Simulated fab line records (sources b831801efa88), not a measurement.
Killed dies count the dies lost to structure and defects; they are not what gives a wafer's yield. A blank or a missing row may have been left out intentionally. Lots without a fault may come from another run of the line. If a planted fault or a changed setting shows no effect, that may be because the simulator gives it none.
One fault through the eyes of 2 desks :: flow sky130 :: each desk has only its own numbers; what lay behind them comes last

THE METROLOGY DESK
Means of the sampled wafers that have a number, per lot and without regard to the tool the lot ran on: this is what the gauges read. A lot is out of limits, marked OUT, if its mean lies more than 4 standard deviations from the usual mean; the brackets give that distance.
Columns: A = VT_ADJUST_HVTP_OVL at SKY_VT_ADJUST_HVTP_OVL_MEAS_08, usual -0.7 nm; B = SONOS_ONO_CVD_02_THK at SKY_SONOS_ONO_THK_MEAS_03, usual 10.47 nm
lot: L396
first seen here: day 5 23:46
A: 1.4
B: 10.29

lot: L397
first seen here: day 6 05:46
A: -0.7
B: 10.10

lot: L399
first seen here: day 7 09:40
A: -0.6
B: 10.34

lot: L400
first seen here: day 7 21:48
A: -2.7
B: 10.62

lot: L402
first seen here: day 8 06:33
A: -0.4
B: 10.50

lot: L401
first seen here: day 8 07:12
A: 0.4
B: 10.34

lot: L403
first seen here: day 8 13:36
A: -0.8
B: 10.46

lot: L404
first seen here: day 8 13:54
A: -2.8
B: 10.49

lot: L406
first seen here: day 8 20:28
A: -1.1
B: 10.42

lot: L408
first seen here: day 9 15:53
A: 0.3
B: 4.28 (-41) OUT

lot: L412
first seen here: day 10 11:17
A: -2.6
B: 10.70
Finding of this desk: L408 out of limits, first seen on L408 at day 16 07:59 (SONOS_ONO_CVD_02_THK at SKY_SONOS_ONO_THK_MEAS_03). Within limits: L396, L397, L399, L400, L402, L401, L403, L404, L406, L412.

TOOL OWNER'S DESK, lpcvd-02
The tool's own readings at SKY_SONOS_ONO_CVD_02 (deposits Si3N4 from DCS/NH3, target thk 10.5 nm, time 180 s): means of the sampled wafers that have a number, for each lot that ran on this tool. A lot is out of limits, marked OUT, if its mean lies more than 4 standard deviations from the usual mean; the brackets give that distance.
Columns: A = pressure mtorr at SKY_SONOS_ONO_CVD_02, usual 250.1 mTorr; B = spike tc bottom C at SKY_SONOS_ONO_CVD_02, usual 791 C
lot: L396
first seen here: day 11 13:38
A: 249.9
B: 794

lot: L397
first seen here: day 11 21:07
A: 250.3
B: 795

lot: L399
first seen here: day 13 07:29
A: 250.6
B: 787

lot: L400
first seen here: day 13 23:40
A: 249.3
B: 788

lot: L402
first seen here: day 14 11:29
A: 249.9
B: 794

lot: L401
first seen here: day 14 12:32
A: 250.0
B: 795

lot: L403
first seen here: day 14 23:14
A: 250.1
B: 786

lot: L404
first seen here: day 14 23:14
A: 249.9
B: 795

lot: L406
first seen here: day 15 07:02
A: 250.5
B: 786

lot: L408
first seen here: day 16 06:56
A: 250.0
B: 787

lot: L412
first seen here: day 17 07:05
A: 250.5
B: 794
This desk found nothing out of limits on any of the 11 lots.

TAKEN TOGETHER
The metrology desk could have raised an alarm at day 16 07:59, on L408.
Nothing out of limits was seen by the tool owner's desk.
On record at the tool owner's desk: L408, within its limits.
All the named lots went through SKY_SONOS_ONO_CVD_02 on lpcvd-02.

WHAT THE SIMULATOR HAD PUT IN
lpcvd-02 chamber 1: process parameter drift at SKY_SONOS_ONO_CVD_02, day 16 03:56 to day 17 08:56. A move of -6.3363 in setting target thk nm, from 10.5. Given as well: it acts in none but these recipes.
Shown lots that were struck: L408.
Time in hours between the start of the fault and the first out-of-limits reading at each desk: metrology desk, 4.
